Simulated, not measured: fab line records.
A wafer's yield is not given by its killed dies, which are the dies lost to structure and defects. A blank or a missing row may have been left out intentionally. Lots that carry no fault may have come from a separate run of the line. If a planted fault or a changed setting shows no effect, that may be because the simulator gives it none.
fab line records	flow sky130
record: lots: 13	wafers: 36	last_day: 50
route steps=708 shown VT_ADJUST_NCORE@130 SONOS_ONO@173 POLY_GATE@230
lots with no fault: from the same line, run without faults
start_h: hours from the record's opening day to when the first of the lot's shown wafers began	wait_h: hours elapsed since this lot's preceding step	" the same as in the row above	L1.1+2: one row covering several wafers at once	- value missing, or start not given	* or withheld: withheld	< > ~ a bound
route shown NAME@n: NAME is a module with steps in the file, n the number in the route of the first one	usual: mean/standard deviation of fault-free wafers	same: alike in all rows	chamber/n: place in a boat	sites: per-site readings	_std_site: their standard deviation	_edge_site: outer sites' mean less inner sites'	radius_mm: for every site, how far away it sits from the centre of the wafer	mask NAME#n: copy n	behind: the most recent tool/chamber to have shaped the wafer	hold: the reason the lot was held/the length of the hold in hours/how it ended	device: the n, p or np transistor that did not switch	end of line: tests run on the same wafers once the route is complete	where a step has no rows: the recipe by itself	killed: at the first sort, the dies lost to defects and structure; wafer yield is something else	map: the dies of a wafer, with x for killed, . for not killed, _ for no die there
set.NAME: setting as actually run; set.NAME@STEP: the setting as run at that earlier step	model.NAME: the simulator's own value behind a step, which no gauge read
the route's steps for a sample of lots (tables are steps, rows are wafers)
services: a tool's chamber out of use, with start hour (start_h, from the record's first day; less than 0 if before it), hours out, and reason
== steps ==
step: SKY_VT_ADJUST_NCORE_TW_MEAS_11
usual: VT_ADJUST_NCORE_TW: 218.6/1.7
lot.wafer	tool	chamber	start_h	wait_h	VT_ADJUST_NCORE_TW
L128.1	film_metro-02	-	191.83	0.1	218.0
L128.2	"	-	"	"	217.1
L128.3	"	-	"	"	215.9
L129.2	film_metro-01	-	194.99	0.1	220.7
L129.4	"	-	"	"	221.0
L129.5	"	-	"	"	220.9
L130.4	film_metro-02	-	195.31	0.1	216.5
L130.5	"	-	"	"	217.4
L130.6	"	-	"	"	217.1
L133.1	film_metro-02	-	214.80	0.1	218.5
L133.2	"	-	"	"	217.8
L133.6	"	-	"	"	218.0
L134.2	film_metro-02	-	222.36	0.1	216.5
L134.3	"	-	"	"	217.6
L134.6	"	-	"	"	215.9
L136.2	film_metro-01	-	234.77	0.1	221.3
L136.3	"	-	"	"	220.3
L136.4	"	-	"	"	220.7
L138.1	film_metro-02	-	263.06	0.1	216.9
L138.3	"	-	"	"	216.5
L138.5	"	-	"	"	216.9
L143.2	film_metro-02	-	291.39	0.1	216.1
L143.3	"	-	"	"	215.2
L143.4	"	-	"	"	217.0
L145.2	film_metro-02	-	302.39	0.1	215.7
L145.6	"	-	"	"	216.3
L146.3	film_metro-01	-	311.78	0.1	220.1
L146.6	"	-	"	"	219.0
L147.5	film_metro-02	-	318.39	0.0	217.6
L147.6	"	-	"	"	217.2
L149.3	film_metro-02	-	329.28	0.1	216.6
L149.4	"	-	"	"	217.5
L149.5	"	-	"	"	214.9
L150.1	film_metro-03	-	336.31	0.1	219.5
L150.2	"	-	"	"	218.8
L150.4	"	-	"	"	219.8
step: SKY_SONOS_ONO_THK_MEAS_05
recipe: reads: SiO2_of_SONOS_ONO_CVD_04
usual: SONOS_ONO_CVD_04_THK: 5.77/0.12
lot.wafer	tool	chamber	start_h	wait_h	SONOS_ONO_CVD_04_THK[nm]
L128.1	film_metro-03	-	265.64	0.0	5.69
L128.2	"	-	"	"	5.69
L128.3	"	-	"	"	5.76
L129.2	film_metro-01	-	269.64	0.0	5.73
L129.4	"	-	"	"	5.77
L129.5	"	-	"	"	5.73
L130.4	film_metro-03	-	269.66	0.0	5.73
L130.5	"	-	"	"	5.68
L130.6	"	-	"	"	5.75
L133.1	film_metro-03	-	298.28	0.0	5.65
L133.2	"	-	"	"	5.81
L133.6	"	-	"	"	5.67
L134.2	film_metro-03	-	300.17	0.0	5.84
L134.3	"	-	"	"	5.72
L134.6	"	-	"	"	5.73
L136.2	film_metro-03	-	312.48	0.0	5.87
L136.3	"	-	"	"	5.78
L136.4	"	-	"	"	5.75
L138.1	film_metro-01	-	343.78	0.0	5.54
L138.3	"	-	"	"	5.59
L138.5	"	-	"	"	5.54
L143.2	film_metro-03	-	379.32	0.0	6.02
L143.3	"	-	"	"	6.00
L143.4	"	-	"	"	5.96
L145.2	film_metro-01	-	390.25	0.0	5.87
L145.6	"	-	"	"	5.76
L146.3	film_metro-01	-	403.47	0.0	5.62
L146.6	"	-	"	"	5.75
L147.5	film_metro-02	-	411.59	0.0	5.92
L147.6	"	-	"	"	6.06
L149.3	film_metro-02	-	425.03	0.0	5.78
L149.4	"	-	"	"	5.88
L149.5	"	-	"	"	5.83
L150.1	film_metro-01	-	427.84	0.0	5.91
L150.2	"	-	"	"	5.90
L150.4	"	-	"	"	5.84
step: SKY_SONOS_ONO_OVL_MEAS_14
usual: SONOS_ONO_OVL: -0.2/1.3
lot.wafer	tool	chamber	start_h	wait_h	SONOS_ONO_OVL[nm]
L128.1	overlay-01	-	289.56	0.1	-1.3
L128.2	"	-	"	"	1.7
L128.3	"	-	"	"	0.2
L129.2	overlay-01	-	294.16	0.1	-1.2
L129.4	"	-	"	"	-1.8
L129.5	"	-	"	"	-1.1
L130.4	overlay-01	-	294.42	0.1	-0.8
L130.5	"	-	"	"	0.4
L130.6	"	-	"	"	0.3
L133.1	overlay-02	-	324.56	0.1	0.9
L133.2	"	-	"	"	0.6
L133.6	"	-	"	"	1.9
L134.2	overlay-01	-	325.90	0.1	0.7
L134.3	"	-	"	"	0.7
L134.6	"	-	"	"	1.4
L136.2	overlay-02	-	338.87	0.1	0.0
L136.3	"	-	"	"	2.2
L136.4	"	-	"	"	0.7
L138.1	overlay-01	-	371.82	0.1	-3.6
L138.3	"	-	"	"	-2.8
L138.5	"	-	"	"	-3.4
L143.2	overlay-01	-	408.65	0.1	-0.8
L143.3	"	-	"	"	-1.2
L143.4	"	-	"	"	0.8
L145.2	overlay-01	-	419.45	0.1	-1.6
L145.6	"	-	"	"	1.6
L146.3	overlay-01	-	432.29	0.1	-0.8
L146.6	"	-	"	"	-1.4
L147.5	overlay-02	-	441.58	0.0	-0.7
L147.6	"	-	"	"	-1.1
L149.3	overlay-02	-	455.52	0.1	-1.5
L149.4	"	-	"	"	0.5
L149.5	"	-	"	"	-0.8
L150.1	overlay-02	-	458.15	0.1	0.3
L150.2	"	-	"	"	-1.1
L150.4	"	-	"	"	-1.9
step: SKY_POLY_GATE_ETCH_16
recipe: stop_on: poly-Si	chemistry: CH3F/O2	target: Si3N4	source_w: 400	bias_w: 80	pressure_mtorr: 25	ch3f_flow_sccm: 40	O2_flow_sccm: 30	time_s: 147.5	target_depth_a: 750
usual: drypump_motor_current_A: 5.8/0.35	oes_product_au: 0.643/0.005	throttle_valve_pct: 10.535/0.0087
lot.wafer	tool	chamber	start_h	wait_h	drypump_motor_current_A	oes_product_au	rf_hours_counter_h	throttle_valve_pct
L128.1	rie_diel-03	0	379.74	0.0	5.2	0.649	85	10.533
L128.2	"	2	"	"	6.3	0.643	4	10.544
L128.3	"	1	"	"	5.8	0.640	41	10.544
L129.2	rie_diel-04	0	383.20	0.0	5.5	0.649	5	10.530
L129.4	"	1	"	"	6.1	0.651	42	10.523
L129.5	"	2	"	"	5.4	0.645	-	10.537
L130.4	rie_diel-03	1	384.80	0.0	5.7	0.651	41	10.537
L130.5	"	1	"	"	5.8	0.645	-	10.546
L130.6	"	2	"	"	6.3	0.644	-	10.534
L133.1	rie_diel-03	0	416.70	0.0	5.2	0.640	86	10.522
L133.2	"	2	"	"	6.2	0.650	5	10.548
L133.6	"	0	"	"	5.2	0.649	-	10.550
L134.2	rie_diel-01	3	423.07	0.0	5.8	0.648	3	10.529
L134.3	"	2	"	"	5.8	0.642	13	10.540
L134.6	"	1	"	"	5.4	0.653	-	10.537
L136.2	rie_diel-03	1	434.15	0.0	5.8	0.635	42	10.543
L136.3	"	3	"	"	6.2	0.638	13	10.524
L136.4	"	2	"	"	6.2	0.653	5	10.525
L138.1	rie_diel-04	0	470.67	0.0	5.5	0.637	7	10.536
L138.3	"	2	"	"	5.4	0.646	8	10.540
L138.5	"	0	"	"	5.6	0.640	-	10.528
L143.2	rie_diel-01	3	505.89	0.0	5.8	0.644	5	10.539
L143.3	"	0	"	"	5.7	0.645	17	10.526
L143.4	"	3	"	"	5.8	0.646	-	10.533
L145.2	rie_diel-01	1	519.59	0.0	5.4	0.644	11	10.534
L145.6	"	3	"	"	5.8	0.643	-	10.543
L146.3	rie_diel-01	2	531.99	0.0	5.9	0.642	15	10.527
L146.6	"	2	"	"	5.8	0.646	-	10.530
L147.5	rie_diel-01	0	539.09	0.0	5.7	0.646	-	10.540
L147.6	"	1	"	"	5.4	0.643	-	10.537
L149.3	rie_diel-04	0	552.89	0.0	5.6	0.640	8	10.525
L149.4	"	1	"	"	6.1	0.639	45	10.518
L149.5	"	2	"	"	5.4	0.646	-	10.544
L150.1	rie_diel-04	0	555.80	0.0	5.5	0.635	8	10.545
L150.2	"	3	"	"	6.2	0.633	5	10.540
L150.4	"	1	"	"	6.1	0.637	45	10.538
step: SKY_POLY_GATE_STRIP_18
recipe: chemistry: O2/N2	power_w: 1400	pressure_mtorr: 1500	platen_temp_c: withheld	o2_flow_sccm: 3000	n2_flow_sccm: 300	overash_fraction: 0.5
usual: drypump_motor_current_A: 5.53/0.25	oes_product_au: 0.362/0.0046	strip_time_to_endpoint_s: 3.19/0.036
lot.wafer	tool	chamber	start_h	wait_h	drypump_motor_current_A	oes_product_au	rf_hours_counter_h	strip_time_to_endpoint_s
L128.1	plasma_asher-03	0	379.90	0.0	5.38	0.362	55	3.20
L128.2	"	1	"	"	5.22	0.363	55	3.25
L128.3	"	1	"	"	5.21	0.360	-	3.18
L129.2	plasma_asher-01	0	383.36	0.0	5.34	0.367	69	3.21
L129.4	"	1	"	"	5.83	0.362	-	3.20
L129.5	"	1	"	"	5.85	0.366	-	3.22
L130.4	plasma_asher-01	0	384.99	0.1	5.34	0.363	-	3.17
L130.5	"	1	"	"	5.81	0.363	-	3.21
L130.6	"	0	"	"	5.33	0.366	-	3.22
L133.1	plasma_asher-04	1	416.86	0.0	5.86	0.355	30	3.24
L133.2	"	0	"	"	5.71	0.372	30	3.25
L133.6	"	0	"	"	5.69	0.360	-	3.23
L134.2	plasma_asher-03	0	423.22	0.0	5.38	0.354	59	3.13
L134.3	"	0	"	"	5.39	0.364	-	3.12
L134.6	"	1	"	"	5.18	0.369	-	3.15
L136.2	plasma_asher-03	1	434.31	0.0	5.22	0.355	61	3.17
L136.3	"	1	"	"	5.21	0.361	-	3.19
L136.4	"	0	"	"	5.38	0.363	-	3.20
L138.1	plasma_asher-01	1	470.82	0.0	5.84	0.358	4	3.24
L138.3	"	1	"	"	5.85	0.364	-	3.25
L138.5	"	1	"	"	5.86	0.364	-	3.24
L143.2	plasma_asher-04	1	506.05	0.0	5.87	0.365	38	3.17
L143.3	"	0	"	"	5.71	0.360	-	3.19
L143.4	"	1	"	"	5.85	0.360	-	3.21
L145.2	plasma_asher-03	1	519.75	0.0	5.22	0.372	69	3.62
L145.6	"	1	"	"	5.22	0.378	-	3.60
L146.3	plasma_asher-01	1	532.18	0.1	5.84	0.353	-	3.14
L146.6	"	0	"	"	5.36	0.372	-	3.51
L147.5	plasma_asher-03	0	539.26	0.1	5.39	0.363	-	3.22
L147.6	"	1	"	"	5.21	0.381	-	3.59
L149.3	plasma_asher-04	0	553.08	0.1	5.69	0.360	-	3.23
L149.4	"	1	"	"	5.86	0.360	-	3.18
L149.5	"	0	"	"	5.68	0.357	-	3.20
L150.1	plasma_asher-01	0	555.96	0.0	5.35	0.366	13	3.21
L150.2	"	1	"	"	5.84	0.354	13	3.22
L150.4	"	0	"	"	5.34	0.357	-	3.16
== services ==
tool	chamber	start_h	hours	kind
rie_diel-03	2	359.04	6.0	repair
plasma_asher-04	-	378.63	2.5	repair
plasma_asher-03	-	410.43	0.5	repair
plasma_asher-01	-	421.25	9.0	pm
plasma_asher-01	0	421.25	9.0	vent_cycle
plasma_asher-01	1	421.25	9.0	vent_cycle
plasma_asher-01	0	430.25	-	clean
plasma_asher-01	1	430.25	-	clean
rie_diel-01	2	440.81	7.2	repair
rie_diel-03	-	452.73	28.1	pm
rie_diel-01	2	452.91	6.2	repair
plasma_asher-04	-	457.94	5.8	repair
rie_diel-01	0	464.20	2.3	repair
rie_diel-01	2	476.11	5.0	repair
rie_diel-01	1	502.12	6.7	repair
rie_diel-03	0	509.10	6.4	repair
rie_diel-03	0	520.96	-	clean
rie_diel-03	0	520.96	26.2	scheduled_down
rie_diel-03	0	520.96	26.2	vent_cycle
rie_diel-03	3	552.55	4.1	repair
== key ==
first_sign: step: SKY_POLY_GATE_STRIP_18	reading: strip_time_to_endpoint_s	direction: up	sigmas: 11	usual: *	struck: *
effect: step: SKY_POLY_GATE_STRIP_18	reading: oes_product_au	direction: up	sigmas: 3.1	usual: 0.362	struck: 0.376
met_at SKY_POLY_GATE_ETCH_16
struck_lots L145,L146,L147
struck_wafers L145.2,L145.6,L146.6,L147.6
tester_left_out L145,L146,L147
not_acting_at SKY_VT_ADJUST_NCORE_TW_MEAS_11,SKY_SONOS_ONO_THK_MEAS_05,SKY_SONOS_ONO_OVL_MEAS_14
onset_between 505.89 519.59
fault: kind: process_parameter_drift	tool: rie_diel-01	chamber: -	onset_h: 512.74	steps: SKY_POLY_GATE_ETCH_16	channel: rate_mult	offset: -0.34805	shape: step	end_h: 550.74	scope: struck_wafers_only
tester_left_out: of these lots the tester's yield and bins aren't shown, on N5 and GAA mostly nor the transistor test; their killed dies are dies lost to structure and defects alone, not to doping, threshold or leakage, so they don't give the yield
